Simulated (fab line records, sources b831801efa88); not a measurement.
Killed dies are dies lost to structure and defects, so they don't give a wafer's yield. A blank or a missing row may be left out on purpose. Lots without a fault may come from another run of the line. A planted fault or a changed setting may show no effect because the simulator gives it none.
A struck lot beside a sound one | flow gf180mcu | 23 steps out of a route of 602
Sound: wafers L689.1, L689.2, L689.6. Struck: wafers L693.2, L693.4, L693.6. The cause comes at the end.
At each step with rows: each side's tool, then ch and its chambers, then its first start. Under that, the readings that differ: sound wafers | struck wafers | difference of the means | sigmas: that difference in standard deviations of wafers without a fault.
alike: readings whose means differ by less than 2 such deviations, and words and numbers that are the same on both sides. not compared: withheld readings, readings that some wafer has no value for, bounds like >300 that may hide the same value, and numbers for which the record gives no deviation and whose values overlap.
The two part at a step that has a row with sigmas, a row that says differs or no value, or rows on one side only. Numbers that don't overlap but have no deviation are shown without sigmas and don't part them. A reading that every wafer of one side lacks parts them only if that side has two wafers or more.

first, 4 steps without rows for these wafers: GF_NSD_SOFTBAKE_03 (time 60 s); GF_NSD_EXPOSE_04 (exposes mask Nplus, target cd 400 nm); GF_NSD_PEB_05; GF_NSD_DEVELOP_06 (develop time 60 s).
GF_NSD_CD_MEAS_07: target cd 400 nm.
  sound on cd_sem-02, day 16 12:28; struck on cd_sem-01, day 17 17:37
  alike: cd_nm
GF_NSD_OVL_MEAS_08:
  sound on overlay-02, day 16 12:35; struck on overlay-02, day 17 17:43
  alike: NSD_OVL
then, 2 steps without rows for these wafers: GF_NSD_IMPLANT_09; GF_NSD_IMPLANT_10.
GF_NSD_STRIP_11: strips in O2/N2.
  sound on plasma_asher-03 ch 0,1, day 16 12:55; struck on plasma_asher-02 ch 1, day 17 18:03
  reading            | sound       | struck      | difference | sigmas
  heater_power_w (W) | 288 322 295 | 365 361 362 | +61        | +2
  alike: drypump_motor_current_A, oes_product_au, strip_time_to_endpoint_s
  not compared: rf_hours_counter_h
GF_NSD_TW_MEAS_12:
  sound on film_metro-02, day 16 13:01; struck on film_metro-02, day 17 18:10
  alike: NSD_TW
then, 2 steps without rows for these wafers: GF_PSD_DEHYDRATE_00 (time 60 s); GF_PSD_HMDS_01 (prime time 60 s).
GF_PSD_COAT_02: resist thk 1000 nm.
  sound on litho_track-02 ch 0, day 17 00:17; struck on litho_track-02 ch 0, day 18 05:22
  reading                                  | sound                | struck               | difference | sigmas
  spin_speed_rpm (rpm)                     | 3002.0 3000.9 3000.5 | 3715.4 3714.3 3712.3 | +712.9     | +99 or more
  model.NOVOLAK_of_PSD_COAT_02.thk_nm (nm) | 1004 1003 1004       | 902.4 899.2 901.8    | -102.5     |
  alike: chill_plate_temp_C, exhaust_pa
then, 3 steps without rows for these wafers: GF_PSD_SOFTBAKE_03 (time 60 s); GF_PSD_EXPOSE_04 (exposes mask Pplus, target cd 400 nm); GF_PSD_PEB_05.
GF_PSD_DEVELOP_06: develop time 60 s.
  sound on litho_track-04 ch 0, day 17 11:37; struck on litho_track-02 ch 0, day 18 16:55
  reading                                  | sound          | struck          | difference | sigmas
  model.NOVOLAK_of_PSD_COAT_02.thk_nm (nm) | 1004 1003 1003 | 902 898.8 901.4 | -103       |
  alike: chill_plate_temp_C, exhaust_pa
GF_PSD_CD_MEAS_07: target cd 400 nm.
  sound on cd_sem-02, day 17 11:46; struck on cd_sem-01, day 18 17:04
  reading    | sound             | struck            | difference | sigmas
  cd_nm (nm) | 401.5 401.1 400.8 | 413.0 412.5 411.0 | +11.0      | +5
GF_PSD_OVL_MEAS_08:
  sound on overlay-02, day 17 11:53; struck on overlay-01, day 18 17:10
  alike: PSD_OVL
then, 1 step without rows for these wafers: GF_PSD_IMPLANT_09.
GF_PSD_STRIP_10: strips in O2/N2.
  sound on plasma_asher-03 ch 0,1, day 17 12:04; struck on plasma_asher-02 ch 0,1, day 18 17:21
  reading                      | sound             | struck            | difference | sigmas
  strip_time_to_endpoint_s (s) | 16.59 16.58 16.59 | 15.41 15.37 15.40 | -1.19      | -31
  alike: drypump_motor_current_A, heater_power_w, oes_product_au
  not compared: rf_hours_counter_h
GF_PSD_TW_MEAS_11:
  sound on film_metro-02, day 17 12:10; struck on film_metro-02, day 18 17:28
  alike: PSD_TW
GF_PASSIVATION_PROBE_99:
  the record has rows for the sound wafers here (prober-02, day 32 00:17) and none for the struck ones

WHERE THEY PART
First at GF_NSD_STRIP_11; last, within this record, at GF_PASSIVATION_PROBE_99.

WHY: what the simulator had put in
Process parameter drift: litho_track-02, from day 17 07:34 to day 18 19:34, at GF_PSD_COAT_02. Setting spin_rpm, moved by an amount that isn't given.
